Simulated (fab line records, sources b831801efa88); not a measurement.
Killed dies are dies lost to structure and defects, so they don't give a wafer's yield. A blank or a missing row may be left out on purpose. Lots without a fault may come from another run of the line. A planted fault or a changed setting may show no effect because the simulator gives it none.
fab line records | flow sky130
record lots=5 wafers=15 last_day=49
route steps=708 shown POLY_GATE@205 RES_PROTECT@206 LDD_N@237 LDD_LDN@303 POLY_CUT@318 PAD_OPEN@708
lots that met no fault: from a run of the same line without faults
start_h: hours from the record's first day to the start of the lot's first wafer shown | wait_h: hours since the lot's step before | " the same as in the row above | L1.1+2: a row that stands for several wafers | - no value, or no start given | * or withheld: withheld | < > ~ a bound
route shown NAME@n: a module of which the file shows steps, and the number in the route of the first | usual: mean/standard deviation of fault-free wafers | same: alike in all rows | chamber/n: place in a boat | sites: the reading at each site | _std_site: their standard deviation | _edge_site: outer sites' mean less inner sites' | radius_mm: how far each site lies from the wafer's centre | mask NAME#n: copy n | behind: the tool/chamber that last shaped the wafer | hold: why the lot was held/for how many hours/how that ended | device: the transistor (n, p or np) that didn't switch | end of line: the same wafers' tests at the end of the route | a step without rows: its recipe alone | killed: dies lost to structure and defects at the first sort, not the wafer's yield | map: a wafer's dies, x killed, . not, _ none there
set.NAME: the setting as run; set.NAME@STEP: as run at that earlier step | model.NAME: the simulator's own value behind a step, which no gauge read
lots at some steps of the route; a table a step, a row a wafer
services: from which hour (start_h, from the record's first day; less than 0 if before it) a tool's chamber was out of use, for how many hours, and why
## steps
# step SKY_POLY_GATE_THK_MEAS_01
# recipe reads=poly-Si_of_POLY_GATE_CVD_00
# usual POLY_GATE_CVD_00_THK=179.8/1.5
# columns lot.wafer tool chamber start_h wait_h POLY_GATE_CVD_00_THK[nm]
L928.2 film_metro-01 - 310.81 0.0 178.7
L928.3 " - " " 178.7
L928.6 " - " " 180.3
L933.2 film_metro-01 - 353.81 0.0 178.7
L933.4 " - " " 180.4
L933.5 " - " " 179.4
L941.2 film_metro-01 - 421.50 0.0 179.2
L941.3 " - " " 178.9
L941.6 " - " " 178.8
L942.1 film_metro-01 - 430.64 0.0 177.8
L942.4 " - " " 176.2
L942.6 " - " " 178.5
L945.3 film_metro-04 - 455.24 0.0 178.9
L945.5 " - " " 180.0
L945.6 " - " " 180.6
# step SKY_RES_PROTECT_DEHYDRATE_00
# recipe temp_c=200 time_s=60
# step SKY_RES_PROTECT_HMDS_01
# recipe prime_time_s=60 prime_temp_c=120
# step SKY_RES_PROTECT_COAT_02
# recipe resist=NOVOLAK spin_rpm=3000 resist_thk_nm=1140
# step SKY_RES_PROTECT_SOFTBAKE_03
# recipe temp_c=90 time_s=60 resist=NOVOLAK
# step SKY_RES_PROTECT_EXPOSE_04
# recipe mask_id=RPM na=0.6 source_shape=conventional sigma_outer=0.6 polarization=unpolarized target_cd_nm=1270 dose_mj=131
# step SKY_RES_PROTECT_PEB_05
# recipe temp_c=withheld time_s=* resist=NOVOLAK
# step SKY_RES_PROTECT_DEVELOP_06
# recipe resist=NOVOLAK developer=TMAH develop_time_s=60 dev_temp_c=23
# step SKY_POLY_GATE_IMPLANT_02
# recipe species=P energy_kev=30.48 dose_cm2=7.7e+15 tilt_deg=0
# step SKY_RES_PROTECT_STRIP_07
# recipe chemistry=O2/N2 power_w=1400 pressure_mtorr=1500 platen_temp_c=withheld o2_flow_sccm=3000 n2_flow_sccm=300 overash_fraction=0.5
# usual drypump_motor_current_A=5.4/0.54 oes_product_au=0.516/0.0048 strip_time_to_endpoint_s=23.43/0.042
# columns lot.wafer tool chamber start_h wait_h drypump_motor_current_A oes_product_au rf_hours_counter_h strip_time_to_endpoint_s
L928.2 plasma_asher-03 0 337.55 0.1 5.7 0.515 22 23.51
L928.3 " 1 " " 4.6 0.520 - 23.46
L928.6 " 1 " " 4.6 0.516 - 23.42
L933.2 plasma_asher-03 1 381.81 0.1 4.7 0.513 27 23.46
L933.4 " 1 " " 4.7 0.523 - 23.45
L933.5 " 0 " " 5.7 0.526 - 23.43
L941.2 plasma_asher-03 0 452.06 0.1 5.7 0.519 34 23.42
L941.3 " 0 " " 5.7 0.520 - 23.39
L941.6 " 1 " " 4.7 0.516 - 23.43
L942.1 plasma_asher-03 0 461.45 0.1 5.7 0.518 35 23.43
L942.4 " 0 " " 5.7 0.517 - 23.43
L942.6 " 1 " " 4.7 0.529 - 23.43
L945.3 plasma_asher-03 1 485.79 0.1 4.6 0.521 - 23.39
L945.5 " 0 " " 5.7 0.519 - 23.41
L945.6 " 1 " " 4.6 0.521 - 23.42
# step SKY_RES_PROTECT_TW_MEAS_08
# usual POLY_GATE_TW=4048/22
# columns lot.wafer tool chamber start_h wait_h POLY_GATE_TW
L928.2 film_metro-01 - 337.66 0.1 4062
L928.3 " - " " 4042
L928.6 " - " " 4057
L933.2 film_metro-01 - 381.92 0.1 4040
L933.4 " - " " 4064
L933.5 " - " " 4058
L941.2 film_metro-04 - 452.17 0.1 4081
L941.3 " - " " 4096
L941.6 " - " " 4078
L942.1 film_metro-04 - 461.55 0.1 4050
L942.4 " - " " 4067
L942.6 " - " " 4050
L945.3 film_metro-01 - 485.88 0.1 4031
L945.5 " - " " 4025
L945.6 " - " " 4028
# step SKY_RES_PROTECT_CLEAN_09
# recipe chemistry=SC1/SC2 mix=1:4:20 temp_c=70 time_s=150 dry=n2_spin
# step SKY_POLY_GATE_CVD_03
# recipe material=Si3N4 precursor=DCS/NH3 target_thk_nm=75 temp_c=770 time_s=1290 pressure_mtorr=250
# usual zone_power_lower_pct=13.8/0.36
# columns lot.wafer tool chamber start_h wait_h zone_power_lower_pct model.Si3N4_of_POLY_GATE_CVD_03.thk_nm
L928.2 lpcvd-02 0 337.76 0.0 13.4 75.58
L928.3 " 0 " " 13.4 74.79
L928.6 " 0 " " 13.7 75.46
L933.2 lpcvd-02 1 382.02 0.0 13.9 46.89
L933.4 " 1 " " 14.1 45.9
L933.5 " 1 " " 14.2 46.35
L941.2 lpcvd-02 0 452.32 0.0 13.5 75.48
L941.3 " 0 " " 13.4 74.88
L941.6 " 0 " " 13.7 75.66
L942.1 lpcvd-02 0 461.66 0.0 13.6 75.41
L942.4 " 0 " " 13.7 75.2
L942.6 " 0 " " 13.3 75.14
L945.3 lpcvd-02 0 485.97 0.0 13.6 74.6
L945.5 " 0 " " 13.6 74.76
L945.6 " 0 " " 13.6 74.41
# step SKY_POLY_GATE_THK_MEAS_04
# recipe reads=Si3N4_of_POLY_GATE_CVD_03
# usual POLY_GATE_CVD_03_THK=75.2/0.55
# columns lot.wafer tool chamber start_h wait_h POLY_GATE_CVD_03_THK[nm]
L928.2 film_metro-02 - 339.13 0.0 75.6
L928.3 " - " " 74.8
L928.6 " - " " 75.4
L933.2 film_metro-04 - 383.39 0.0 46.9
L933.4 " - " " 45.9
L933.5 " - " " 46.3
L941.2 film_metro-01 - 453.69 0.0 75.5
L941.3 " - " " 74.9
L941.6 " - " " 75.7
L942.1 film_metro-01 - 463.01 0.0 75.4
L942.4 " - " " 75.2
L942.6 " - " " 75.2
L945.3 film_metro-02 - 487.35 0.0 74.6
L945.5 " - " " 74.7
L945.6 " - " " 74.4
# step SKY_POLY_GATE_DEHYDRATE_05
# recipe temp_c=200 time_s=60
# step SKY_POLY_GATE_HMDS_06
# recipe prime_time_s=60 prime_temp_c=120
# step SKY_POLY_GATE_COAT_07
# recipe resist=BARC temp_c=withheld time_s=withheld spin_rpm=3000 resist_thk_nm=110
# step SKY_POLY_GATE_COAT_08
# recipe resist=KrF-thick spin_rpm=3000 resist_thk_nm=450
# step SKY_POLY_GATE_SOFTBAKE_09
# recipe temp_c=100 time_s=90 resist=KrF-thick
# step SKY_POLY_GATE_EXPOSE_10
# recipe mask_id=P1M na=0.68 source_shape=conventional sigma_outer=0.6 target_cd_nm=150 dose_mj=28
# step SKY_POLY_GATE_PEB_11
# recipe peb_temp_c=withheld peb_time_s=withheld resist=KrF-thick
# step SKY_POLY_GATE_DEVELOP_12
# recipe develop_time_s=60 resist=KrF-thick dev_temp_c=21
# step SKY_POLY_GATE_CD_MEAS_13
# recipe target_cd_nm=150
# usual cd_nm=150.0/1.5
# columns lot.wafer tool chamber start_h wait_h cd_nm
L928.2 cd_sem-01 - 366.77 - 149.2
L928.3 " - " " 150.5
L928.6 " - " " 149.5
L933.2 cd_sem-01 - 411.92 - 147.7
L933.4 " - " " 146.0
L933.5 " - " " 148.5
L941.2 cd_sem-01 - 484.48 - 148.7
L941.3 " - " " 147.8
L941.6 " - " " 148.9
L942.1 cd_sem-01 - 493.85 - 151.3
L942.4 " - " " 150.7
L942.6 " - " " 151.3
L945.3 cd_sem-01 - 517.78 - 149.8
L945.5 " - " " 148.5
L945.6 " - " " 150.5
# step SKY_POLY_GATE_OVL_MEAS_14
# usual POLY_GATE_OVL=-5/5.1
# columns lot.wafer tool chamber start_h wait_h POLY_GATE_OVL[nm]
L928.2 overlay-02 - 366.87 0.1 -4
L928.3 " - " " -5
L928.6 " - " " -7
L933.2 overlay-02 - 412.02 0.1 -7
L933.4 " - " " -2
L933.5 " - " " -3
L941.2 overlay-02 - 484.59 0.1 2
L941.3 " - " " -2
L941.6 " - " " 1
L942.1 overlay-02 - 493.97 0.1 -7
L942.4 " - " " -2
L942.6 " - " " -8
L945.3 overlay-02 - 517.88 0.1 -8
L945.5 " - " " -6
L945.6 " - " " -13
# step SKY_POLY_GATE_ETCH_15
# recipe chemistry=N2/H2 target=BARC ion_energy_ev=200 source_w=500 bias_w=100 pressure_mtorr=30 n2_flow_sccm=100 h2_flow_sccm=200 stop_on=SiO2 time_s=118.5 target_depth_a=1100
# usual drypump_motor_current_A=5.7/0.38 oes_product_au=0.716/0.0047 throttle_valve_pct=13.213/0.0094
# same time_s=118.5
# columns lot.wafer tool chamber start_h wait_h drypump_motor_current_A oes_product_au rf_hours_counter_h throttle_valve_pct
L928.2 rie_diel-02 3 366.90 0.0 5.6 0.726 111 13.205
L928.3 " 1 " " 6.0 0.725 3 13.226
L928.6 " 0 " " 5.5 0.713 - 13.204
L933.2 rie_diel-02 1 412.05 0.0 6.0 0.720 4 13.202
L933.4 " 0 " " 5.5 0.711 - 13.212
L933.5 " 2 " " 6.2 0.711 - 13.222
L941.2 rie_diel-02 3 484.62 0.0 5.7 0.711 1 13.220
L941.3 " 2 " " 6.2 0.705 28 13.204
L941.6 " 0 " " 5.6 0.715 - 13.207
L942.1 rie_diel-03 3 494.01 0.0 5.4 0.721 7 13.225
L942.4 " 0 " " 5.9 0.720 - 13.207
L942.6 " 1 " " 5.6 0.723 - 13.225
L945.3 rie_diel-03 1 517.90 0.0 5.6 0.714 5 13.202
L945.5 " 2 " " 5.6 0.715 - 13.215
L945.6 " 3 " " 5.4 0.713 - 13.204
# step SKY_POLY_GATE_ETCH_16
# recipe stop_on=poly-Si chemistry=CH3F/O2 target=Si3N4 source_w=400 bias_w=80 pressure_mtorr=25 ch3f_flow_sccm=40 O2_flow_sccm=30 time_s=147.5 target_depth_a=750
# usual drypump_motor_current_A=5.7/0.38 oes_product_au=0.641/0.005 throttle_valve_pct=10.535/0.0093
# same time_s=147.5
# columns lot.wafer tool chamber start_h wait_h drypump_motor_current_A oes_product_au rf_hours_counter_h throttle_valve_pct model.etch.depth_nm
L928.2 rie_diel-02 3 366.98 0.0 5.7 0.649 111 10.534 75.58
L928.3 " 1 " " 6.0 0.647 3 10.556 74.79
L928.6 " 0 " " 5.5 0.644 - 10.548 75.46
L933.2 rie_diel-02 1 412.13 0.0 6.0 0.539 4 10.543 46.89
L933.4 " 0 " " 5.5 0.536 - 10.528 45.9
L933.5 " 2 " " 6.2 0.541 - 10.530 46.35
L941.2 rie_diel-02 3 484.70 0.0 5.7 0.646 1 10.529 75.48
L941.3 " 2 " " 6.2 0.644 28 10.542 74.88
L941.6 " 0 " " 5.5 0.650 - 10.524 75.66
L942.1 rie_diel-03 3 494.09 0.0 5.4 0.637 7 10.547 75.41
L942.4 " 0 " " 5.9 0.641 - 10.530 75.2
L942.6 " 1 " " 5.6 0.645 - 10.545 75.14
L945.3 rie_diel-03 1 517.98 0.0 5.5 0.644 5 10.545 74.6
L945.5 " 2 " " 5.6 0.636 - 10.544 74.76
L945.6 " 3 " " 5.4 0.634 - 10.539 74.41
# step SKY_POLY_GATE_ETCH_17
# recipe target_depth_nm=180 stop_on=SiO2 over_etch_frac=0.56667 chemistry=HBr/Cl2 target=poly-Si icp_w=400 bias_w=96.11 pressure_mtorr=10 HBr_flow_sccm=150 Cl2_flow_sccm=50 time_s=70.5
# usual drypump_motor_current_A=5.51/0.3 oes_product_au=0.984/0.0061 throttle_valve_pct=33.685/0.0088
# same time_s=70.5
# columns lot.wafer tool chamber start_h wait_h drypump_motor_current_A oes_product_au rf_hours_counter_h throttle_valve_pct
L928.2 rie_si-02 1 367.08 0.0 5.32 0.984 85 33.685
L928.3 " 2 " " 5.21 0.988 61 33.673
L928.6 " 3 " " 5.68 0.991 - 33.671
L933.2 rie_si-02 3 412.23 0.0 5.68 0.978 2 33.688
L933.4 " 2 " " 5.22 0.996 61 33.696
L933.5 " 3 " " 5.67 0.988 - 33.693
L941.2 rie_si-01 2 484.80 0.0 5.29 0.976 1 33.696
L941.3 " 3 " " 5.19 0.989 6 33.686
L941.6 " 1 " " 6.03 0.982 - 33.666
L942.1 rie_si-01 1 494.19 0.0 6.02 0.973 3 33.688
L942.4 " 2 " " 5.29 0.977 1 33.696
L942.6 " 3 " " 5.17 0.973 - 33.673
L945.3 rie_si-02 3 518.08 0.0 5.66 0.980 2 33.687
L945.5 " 1 " " 5.29 0.993 - 33.693
L945.6 " 3 " " 5.65 0.995 - 33.686
# step SKY_POLY_GATE_STRIP_18
# recipe chemistry=O2/N2 power_w=1400 pressure_mtorr=1500 platen_temp_c=withheld o2_flow_sccm=3000 n2_flow_sccm=300 overash_fraction=0.5
# usual drypump_motor_current_A=5.7/0.57 oes_product_au=0.360/0.0044 strip_time_to_endpoint_s=3.165/0.028
# columns lot.wafer tool chamber start_h wait_h drypump_motor_current_A oes_product_au rf_hours_counter_h strip_time_to_endpoint_s
L928.2 plasma_asher-04 0 367.14 0.0 6.3 0.361 51 3.162
L928.3 " 0 " " 6.3 0.356 - 3.170
L928.6 " 0 " " 6.3 0.359 - 3.159
L933.2 plasma_asher-04 1 412.29 0.0 5.4 0.367 55 3.196
L933.4 " 1 " " 5.4 0.354 - 3.151
L933.5 " 0 " " 6.3 0.360 - 3.166
L941.2 plasma_asher-04 0 484.85 0.0 6.3 0.361 63 3.110
L941.3 " 0 " " 6.3 0.355 - 3.112
L941.6 " 1 " " 5.5 0.362 - 3.139
L942.1 plasma_asher-03 1 494.24 0.0 4.7 0.360 38 3.237
L942.4 " 0 " " 5.7 0.367 - 3.200
L942.6 " 0 " " 5.7 0.362 - 3.198
L945.3 plasma_asher-03 0 518.17 0.1 5.7 0.363 - 3.122
L945.5 " 1 " " 4.6 0.364 - 3.155
L945.6 " 0 " " 5.7 0.360 - 3.156
# step SKY_POLY_GATE_CLEAN_19
# recipe chemistry=SC1/SC2 mix=1:4:20 temp_c=70 time_s=150 dry=n2_spin
# step SKY_POLY_GATE_OXIDATION_20
# recipe temp_c=850 ambient=O2 stabilise_s=600 purge_s=300 target_thk_a=40 ox_time_s=899
# step SKY_POLY_GATE_THK_MEAS_21
# recipe reads=SiO2_of_POLY_GATE_OXIDATION_20
# usual POLY_GATE_OXIDATION_THK=3.98/0.089
# columns lot.wafer tool chamber start_h wait_h POLY_GATE_OXIDATION_THK[nm]
L928.2 film_metro-02 - 368.87 0.0 3.93
L928.3 " - " " 4.03
L928.6 " - " " 3.98
L933.2 film_metro-02 - 415.31 0.0 4.05
L933.4 " - " " 3.95
L933.5 " - " " 3.95
L941.2 film_metro-01 - 487.26 0.0 4.03
L941.3 " - " " 3.92
L941.6 " - " " 4.08
L942.1 film_metro-04 - 495.64 0.0 4.12
L942.4 " - " " 4.11
L942.6 " - " " 4.02
L945.3 film_metro-02 - 520.52 0.0 4.18
L945.5 " - " " 4.17
L945.6 " - " " 4.16
# step SKY_POLY_GATE_CD_MEAS_22
# usual cd_nm=149.5/2
# columns lot.wafer tool chamber start_h wait_h cd_nm
L928.2 cd_sem-01 - 368.95 0.1 148.0
L928.3 " - " " 149.5
L928.6 " - " " 149.8
L933.2 cd_sem-01 - 415.39 0.1 145.4
L933.4 " - " " 145.4
L933.5 " - " " 147.3
L941.2 cd_sem-01 - 487.34 0.1 148.8
L941.3 " - " " 146.5
L941.6 " - " " 148.1
L942.1 cd_sem-01 - 495.81 0.2 146.5
L942.4 " - " " 148.8
L942.6 " - " " 150.7
L945.3 cd_sem-01 - 520.62 0.1 149.6
L945.5 " - " " 145.3
L945.6 " - " " 147.4
# step SKY_LDD_N_DEHYDRATE_00
# recipe temp_c=200 time_s=60
# step SKY_LDD_N_HMDS_01
# recipe prime_time_s=60 prime_temp_c=120
# step SKY_LDD_N_COAT_02
# recipe resist=NOVOLAK spin_rpm=3000 resist_thk_nm=300
# step SKY_LDD_N_SOFTBAKE_03
# recipe temp_c=90 time_s=60 resist=NOVOLAK
# step SKY_LDD_N_EXPOSE_04
# recipe mask_id=NTM target_cd_nm=840 na=0.6 source_shape=conventional sigma_outer=0.6 dose_mj=110
# step SKY_LDD_N_PEB_05
# recipe temp_c=withheld time_s=* resist=NOVOLAK
# step SKY_LDD_N_DEVELOP_06
# recipe develop_time_s=60 dev_temp_c=23
# step SKY_LDD_N_OVL_MEAS_07
# usual LDD_N_OVL=0.4/1.1
# columns lot.wafer tool chamber start_h wait_h LDD_N_OVL[nm]
L928.2 overlay-01 - 397.31 0.1 -1.2
L928.3 " - " " -0.9
L928.6 " - " " 0.7
L933.2 overlay-01 - 446.07 0.1 -0.1
L933.4 " - " " -2.1
L933.5 " - " " -1.9
L941.2 overlay-01 - 517.91 0.1 0.2
L941.3 " - " " 0.3
L941.6 " - " " -0.1
L942.1 overlay-01 - 526.46 0.1 0.4
L942.4 " - " " 1.2
L942.6 " - " " 2.0
L945.3 overlay-02 - 550.57 0.1 0.3
L945.5 " - " " -2.8
L945.6 " - " " -1.9
# step SKY_LDD_N_IMPLANT_08
# recipe species=As energy_kev=20 dose_cm2=7.5e+13 tilt_deg=withheld rotation_deg=23
# step SKY_LDD_N_IMPLANT_09
# recipe species=As energy_kev=20 dose_cm2=7.5e+13 tilt_deg=withheld rotation_deg=113
# step SKY_LDD_LDN_CLEAN_14
# recipe chemistry=SC1/SC2 mix=1:4:20 temp_c=70 time_s=150 dry=n2_spin
# usual temp_c=70.00/0.1
# same time_s=150
# columns lot.wafer tool chamber start_h wait_h temp_c model.Si3N4_of_POLY_GATE_CVD_03.thk_nm
L928.2 wet_bench-04 1 521.65 0.0 70.02 75.44
L928.3 " 1 " " 69.88 74.65
L928.6 " 1 " " 69.96 75.33
L933.2 wet_bench-03 1 569.44 0.0 70.08 46.75
L933.4 " 1 " " 70.10 45.77
L933.5 " 1 " " 69.89 46.22
L941.2 wet_bench-03 3 637.05 0.0 69.93 75.35
L941.3 " 3 " " 70.01 74.74
L941.6 " 3 " " 70.11 75.53
L942.1 wet_bench-04 3 645.91 0.1 70.08 75.27
L942.4 " 3 " " 69.81 75.07
L942.6 " 3 " " 69.97 75
L945.3 wet_bench-03 0 668.20 0.0 69.87 74.46
L945.5 " 0 " " 69.85 74.63
L945.6 " 0 " " 70.09 74.27
# step SKY_POLY_CUT_ETCH_11
# recipe target=Si3N4 chemistry=CF4/CH2F2/Ar stop_on=poly-Si source_w=600 bias_w=150 pressure_mtorr=40 cf4_flow_sccm=40 ch2f2_flow_sccm=20 Ar_flow_sccm=150 time_s=42.5 target_depth_a=600
# usual cf4_flow_sccm=39.98/0.12 drypump_motor_current_A=5.5/0.47 oes_product_au=0.831/0.0055 throttle_valve_pct=14.995/0.0093
# same time_s=42.5
# columns lot.wafer tool chamber start_h wait_h cf4_flow_sccm drypump_motor_current_A oes_product_au rf_hours_counter_h throttle_valve_pct model.POLY_CUT.feature_depth_nm model.etch.depth_nm
L928.2 rie_diel-01 0 553.84 0.0 39.97 5.5 0.834 79 14.988 62.58 62.58
L928.3 " 1 " " 39.93 5.9 0.826 65 14.984 61.89 61.89
L928.6 " 3 " " 40.02 5.0 0.833 - 15.004 62.43 62.43
L933.2 rie_diel-04 0 600.14 0.0 40.17 5.1 0.660 11 14.988 38.67 38.67
L933.4 " 3 " " 40.04 6.2 0.651 7 14.986 37.89 37.89
L933.5 " 3 " " 39.99 6.2 0.656 - 14.981 38.24 38.24
L941.2 rie_diel-01 1 667.04 0.0 40.18 5.9 0.837 0 14.998 62.22 62.22
L941.3 " 2 " " 40.05 5.1 0.833 11 14.987 61.91 61.91
L941.6 " 3 " " 40.00 5.0 0.841 - 14.985 62.36 62.36
L942.1 rie_diel-02 2 675.14 0.0 40.15 6.2 0.830 32 14.991 62.54 62.54
L942.4 " 0 " " 40.09 5.5 0.825 1 14.974 62.33 62.33
L942.6 " 0 " " 40.01 5.5 0.833 - 14.999 62.29 62.29
L945.3 rie_diel-01 2 697.19 0.0 40.04 5.1 0.823 12 14.995 61.56 61.56
L945.5 " 2 " " 40.06 5.1 0.829 - 14.994 61.71 61.71
L945.6 " 3 " " 40.16 5.0 0.830 - 15.006 61.41 61.41
# step SKY_PAD_OPEN_PROBE_99
# usual killed_at_M0_to_M3=43/6.9 killed_at_M4_up=3.2/2 killed_at_contacts=25/5.1 killed_at_front_end=15/4.5 killed_at_other=0.2/0.51 killed_dies=85/9.5 killed_open=48/6.9 killed_short=38/6.7
# same gross_dies=492 killed_at_back_side=0
# columns lot.wafer tool chamber start_h wait_h killed_at_M0_to_M3 killed_at_M4_up killed_at_contacts killed_at_front_end killed_at_other killed_dies killed_open killed_short model.etest.cap_li_to_poly.c_af_um2
L928.2 prober-02 - 1070.20 0.1 40 5 19 13 0 77 46 31 93.03
L928.3 prober-02 - 1070.25 0.2 50 1 21 16 1 89 50 39 96.48
L928.6 prober-02 - 1070.40 0.2 47 4 31 15 0 97 46 51 94.05
L933.2 prober-01 - 1101.44 0.1 49 2 36 15 0 102 54 48 90.29
L933.4 prober-01 - 1101.54 0.2 45 3 30 11 0 89 48 41 92.21
L933.5 prober-01 - 1101.59 0.2 45 5 25 4 1 80 49 31 90.9
L941.2 prober-01 - 1150.06 0.1 43 1 16 17 0 77 44 33 99.06
L941.3 prober-01 - 1150.11 0.2 37 6 32 14 0 89 53 36 95.88
L941.6 prober-01 - 1150.26 0.2 43 3 19 16 1 82 54 28 95
L942.1 prober-02 - 1152.47 0.1 36 4 25 11 0 76 43 33 94.32
L942.4 prober-02 - 1152.62 0.2 49 2 27 10 0 88 49 39 93.52
L942.6 prober-02 - 1152.72 0.2 65 1 24 13 1 104 62 42 95.64
L945.3 prober-01 - 1167.07 0.2 34 7 29 10 0 80 48 32 94.52
L945.5 prober-01 - 1167.17 0.2 42 2 28 14 1 87 47 40 94.32
L945.6 prober-01 - 1167.22 0.2 47 2 19 11 0 79 44 35 94.43
# killed by level:class
L928.2 VIA3:geometric_particle:open=8 VIA1:geometric_particle:open=8 CONTACT:geometric_particle:open=7 VIA2:geometric_particle:open=7 CONTACT:geometric_particle:short=6 VIA3:geometric_particle:short=4 FIELD_ISO:geometric_particle:open=3 FIELD_ISO:geometric_particle:short=3
L928.3 VIA3:geometric_particle:open=10 VIA1:geometric_particle:open=9 METAL1:geometric_particle:short=8 LI_CONTACT:geometric_particle:open=7 VIA1:geometric_particle:short=7 CONTACT:geometric_particle:open=6 VIA2:geometric_particle:open=5 FIELD_ISO:geometric_particle:open=4
L928.6 VIA1:geometric_particle:open=12 VIA3:geometric_particle:open=10 VIA1:geometric_particle:short=9 LI_CONTACT:geometric_particle:short=8 CONTACT:geometric_particle:short=7 FIELD_ISO:geometric_particle:open=6 LI_CONTACT:geometric_particle:open=6 CONTACT:geometric_particle:open=6
L933.2 CONTACT:geometric_particle:open=11 LI_CONTACT:geometric_particle:open=10 VIA1:geometric_particle:open=8 VIA2:geometric_particle:open=8 CONTACT:geometric_particle:short=7 METAL1:geometric_particle:short=7 METAL3:geometric_particle:short=6 METAL2:geometric_particle:short=5
L933.4 VIA1:geometric_particle:open=8 VIA3:geometric_particle:open=8 LI_CONTACT:geometric_particle:open=8 LOCAL_INTERCONNECT:geometric_particle:short=7 CONTACT:geometric_particle:open=7 CONTACT:geometric_particle:short=5 VIA1:geometric_particle:short=5 VIA2:geometric_particle:open=5
L933.5 VIA1:geometric_particle:open=16 CONTACT:geometric_particle:open=10 VIA2:geometric_particle:open=7 LI_CONTACT:geometric_particle:open=5 VIA3:geometric_particle:open=5 LOCAL_INTERCONNECT:geometric_particle:short=4 CONTACT:geometric_particle:short=4 VIA1:geometric_particle:short=3
L941.2 VIA1:geometric_particle:open=12 VIA3:geometric_particle:open=7 VIA1:geometric_particle:short=7 CONTACT:geometric_particle:open=6 CONTACT:geometric_particle:short=5 SPACER:geometric_particle:open=4 FIELD_ISO:geometric_particle:open=3 METAL1:geometric_particle:short=3
L941.3 CONTACT:geometric_particle:open=11 VIA1:geometric_particle:open=10 LI_CONTACT:geometric_particle:open=8 CONTACT:geometric_particle:short=6 VIA2:geometric_particle:open=6 LOCAL_INTERCONNECT:geometric_particle:short=5 VIA3:geometric_particle:open=5 FIELD_ISO:geometric_particle:open=4
L941.6 VIA1:geometric_particle:open=12 VIA1:geometric_particle:short=8 VIA3:geometric_particle:open=8 CONTACT:geometric_particle:open=6 VIA2:geometric_particle:open=6 FIELD_ISO:geometric_particle:short=4 LI_CONTACT:geometric_particle:open=4 FIELD_ISO:geometric_particle:open=3
L942.1 VIA1:geometric_particle:open=10 LI_CONTACT:geometric_particle:open=8 CONTACT:geometric_particle:open=8 VIA1:geometric_particle:short=8 VIA3:geometric_particle:open=5 FIELD_ISO:geometric_particle:open=4 POLY_GATE:geometric_particle:short=4 METAL2:geometric_particle:short=4
L942.4 VIA1:geometric_particle:open=14 CONTACT:geometric_particle:open=11 VIA1:geometric_particle:short=9 VIA2:geometric_particle:open=8 LI_CONTACT:geometric_particle:open=5 LOCAL_INTERCONNECT:geometric_particle:short=5 VIA3:geometric_particle:open=5 CONTACT:geometric_particle:short=4
L942.6 VIA1:geometric_particle:open=21 VIA3:geometric_particle:open=11 METAL1:geometric_particle:short=8 LI_CONTACT:geometric_particle:open=8 VIA1:geometric_particle:short=8 VIA2:geometric_particle:open=6 CONTACT:geometric_particle:open=6 LOCAL_INTERCONNECT:geometric_particle:short=5
L945.3 CONTACT:geometric_particle:open=16 VIA1:geometric_particle:open=8 LI_CONTACT:geometric_particle:open=7 VIA2:geometric_particle:open=6 POLY_GATE:geometric_particle:short=5 METAL1:geometric_particle:short=5 VIA3:geometric_particle:open=5 VIA1:geometric_particle:short=4
L945.5 CONTACT:geometric_particle:open=9 VIA1:geometric_particle:open=9 LI_CONTACT:geometric_particle:open=7 VIA1:geometric_particle:short=6 METAL2:geometric_particle:short=6 LOCAL_INTERCONNECT:geometric_particle:short=5 FIELD_ISO:geometric_particle:short=4 FIELD_ISO:geometric_particle:open=4
L945.6 VIA1:geometric_particle:open=12 VIA3:geometric_particle:open=7 CONTACT:geometric_particle:open=6 LI_CONTACT:geometric_particle:short=5 VIA2:geometric_particle:open=5 METAL1:geometric_particle:short=5 VIA1:geometric_particle:short=5 POLY_GATE:geometric_particle:short=3
## services
# columns tool chamber start_h hours kind
plasma_asher-03 - 314.61 1.6 repair
rie_si-02 1 319.67 7.0 repair
rie_diel-01 2 336.07 10.1 repair
rie_si-02 1 338.77 3.1 repair
lpcvd-02 - 342.59 0.6 repair
plasma_asher-04 - 348.73 13.9 repair
rie_si-02 - 363.58 0.4 repair
rie_diel-01 - 372.65 2.8 pm
rie_diel-02 1 375.96 4.3 repair
rie_diel-03 2 392.90 2.6 repair
rie_si-02 1 404.94 6.8 repair
rie_diel-03 0 412.91 2.7 repair
plasma_asher-03 - 463.79 1.7 repair
plasma_asher-03 - 471.92 1.0 repair
lpcvd-02 - 480.94 0.6 repair
plasma_asher-03 - 496.46 1.6 repair
rie_diel-03 - 527.46 0.9 repair
rie_diel-02 - 602.89 5.8 repair
rie_diel-03 - 615.93 2.8 pm
lpcvd-02 - 619.05 0.6 repair
rie_diel-02 0 636.22 23.4 repair
plasma_asher-03 - 647.33 4.4 repair
plasma_asher-03 - 660.19 2.8 pm
rie_diel-02 2 692.99 10.2 repair
## key
first_sign step=SKY_POLY_GATE_THK_MEAS_04 reading=POLY_GATE_CVD_03_THK direction=down sigmas=52 usual=75.2 struck=46.4
effect step=SKY_POLY_GATE_ETCH_16 reading=oes_product_au direction=down sigmas=20 usual=0.641 struck=0.539
effect step=SKY_POLY_CUT_ETCH_11 reading=oes_product_au direction=down sigmas=32 usual=0.831 struck=0.655
model_effect step=SKY_POLY_GATE_CVD_03 value=Si3N4_of_POLY_GATE_CVD_03.thk_nm without=75.07 struck=46.38
model_effect step=SKY_POLY_GATE_ETCH_16 value=etch.depth_nm without=75.07 struck=46.38
model_effect step=SKY_LDD_LDN_CLEAN_14 value=Si3N4_of_POLY_GATE_CVD_03.thk_nm without=74.93 struck=46.24
model_effect step=SKY_POLY_CUT_ETCH_11 value=POLY_CUT.feature_depth_nm without=62 struck=38.26
model_effect step=SKY_PAD_OPEN_PROBE_99 value=etest.cap_li_to_poly.c_af_um2 without=94.57 struck=91.13
met_at SKY_POLY_GATE_CVD_03
struck_wafers L933.2,L933.4,L933.5
tester_left_out L933
fault kind=process_parameter_drift tool=lpcvd-02 chamber=1 onset_h=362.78 steps=SKY_POLY_GATE_CVD_03 channel=target_thk_nm offset=-28.69 shape=step end_h=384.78 acts_in=these_recipes_only stated=75
# tester_left_out: of these lots the tester's yield and bins aren't shown, on N5 and GAA mostly nor the transistor test; their killed dies are dies lost to structure and defects alone, not to doping, threshold or leakage, so they don't give the yield
